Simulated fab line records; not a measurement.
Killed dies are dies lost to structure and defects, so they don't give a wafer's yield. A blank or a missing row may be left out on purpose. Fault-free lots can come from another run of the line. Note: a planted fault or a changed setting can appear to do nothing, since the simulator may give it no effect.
A lot that was struck, set against a sound lot ; flow sky130 ; 26 steps out of a route of 708
Sound: the wafers L285.4, L285.5, L285.6. Wafers L282.1, L282.5, L282.6 were the ones struck. The cause is given at the end.
For every step that has rows: the tool of each side, followed by ch and its chambers, followed by its first start. Under that, the readings that differ: sound wafers ; struck wafers ; difference of the means ; sigmas: that difference in standard deviations of wafers without a fault.
alike: a reading whose means differ by less than 2 such deviations, as well as words and numbers matching on both sides. not compared: withheld readings; readings where some wafer has no value; bounds like >300 that might hide an equal value; numbers whose values overlap and for which the record gives no deviation.
A row with sigmas, a row that says differs or no value, or rows on one side alone: a step with any of these is where the two part. Non-overlapping numbers with no deviation appear without sigmas and do not part them. A reading that every wafer of one side lacks parts them only if that side has two wafers or more.

first, 1 step without rows for these wafers: SKY_LDD_P_IMPLANT_09.
SKY_LDD_P_STRIP_10: strips in O2/N2.
  sound on plasma asher-02 ch 0,1, day 25 18:56; struck on plasma asher-01 ch 0,1, day 24 22:21
  alike: chamber pressure mTorr, drypump motor current A, oes product au, strip time to endpoint s
  not compared: rf hours counter h
SKY_LDD_P_TW_MEAS_11:
  sound: film metro-03 at day 25 19:02; struck: film metro-04 at day 24 22:27
  alike: LDD_P_TW
then, 7 steps without rows for these wafers: SKY_LDD_HVN_DEHYDRATE_00 (time 60 s); SKY_LDD_HVN_HMDS_01 (prime time 60 s); SKY_LDD_HVN_COAT_02 (resist thk 300 nm); SKY_LDD_HVN_SOFTBAKE_03 (time 60 s); SKY_LDD_HVN_EXPOSE_04 (exposes mask HVNTM, target cd 700 nm); SKY_LDD_HVN_PEB_05; SKY_LDD_HVN_DEVELOP_06 (develop time 60 s).
SKY_LDD_HVN_OVL_MEAS_07:
  sound: overlay-02 at day 27 00:16; struck: overlay-02 at day 26 03:29
  alike: LDD_HVN_OVL
following that, these wafers have no rows for 1 step: SKY_LDD_HVN_IMPLANT_08.
SKY_LDD_HVN_STRIP_09: strips in O2/N2.
  sound on plasma asher-01 ch 0,1, day 27 00:28; struck on plasma asher-03 ch 0,1, day 26 03:41
  no value came back on the struck wafers for chamber pressure mTorr (mTorr), drypump motor current A (A), oes product au (a.u.), strip time to endpoint s (s); on the sound wafers chamber pressure mTorr (mTorr) reads 1498.5 1499.2 1502.2
reading;sound;struck;difference;sigmas
model.NOVOLAK_of_LDD_HVN_COAT_02.thk nm (nm);0 0 0;298.4 298.7 298.5;+298.5;
  not compared: rf hours counter h
SKY_LDD_HVN_TW_MEAS_10:
  sound: film metro-03 at day 27 00:34; struck: film metro-01 at day 26 03:47
  alike: LDD_HVN_TW
then, 7 steps without rows for these wafers: SKY_LDD_HVP_DEHYDRATE_00 (time 60 s); SKY_LDD_HVP_HMDS_01 (prime time 60 s); SKY_LDD_HVP_COAT_02 (resist thk 300 nm); SKY_LDD_HVP_SOFTBAKE_03 (time 60 s); SKY_LDD_HVP_EXPOSE_04 (exposes mask HVPTM, target cd 700 nm); SKY_LDD_HVP_PEB_05; SKY_LDD_HVP_DEVELOP_06 (develop time 60 s).
SKY_LDD_HVP_OVL_MEAS_07:
  sound: overlay-02 at day 28 05:35; struck: overlay-02 at day 27 08:41
  alike: LDD_HVP_OVL
following that, these wafers have no rows for 1 step: SKY_LDD_HVP_IMPLANT_08.
SKY_LDD_HVP_STRIP_09: strips in O2/N2.
  sound on plasma asher-01 ch 0,1, day 28 05:47; struck on plasma asher-01 ch 0,1, day 27 08:52
reading;sound;struck;difference;sigmas
oes product au (a.u.);0.412 0.409 0.410;0.602 0.609 0.605;+0.195;+43
strip time to endpoint s (s);4.144 4.131 4.122;8.921 8.920 8.934;+4.793;+99 or more
  alike: chamber pressure mTorr, drypump motor current A
  not compared: rf hours counter h
SKY_LDD_HVP_TW_MEAS_10:
  sound: film metro-01 at day 28 05:53; struck: film metro-04 at day 27 08:58
reading;sound;struck;difference;sigmas
LDD_HVP_TW;456.2 455.2 454.0;29.7 29.7 29.9;-425.4;-99 or more
then, 1 step without rows for these wafers: SKY_LDD_LDN_DEHYDRATE_00 (time 60 s).

WHERE THEY PART
Earliest at SKY_LDD_HVN_STRIP_09; latest, in this record, at SKY_LDD_HVP_TW_MEAS_10.

WHY: whatever the simulator had introduced
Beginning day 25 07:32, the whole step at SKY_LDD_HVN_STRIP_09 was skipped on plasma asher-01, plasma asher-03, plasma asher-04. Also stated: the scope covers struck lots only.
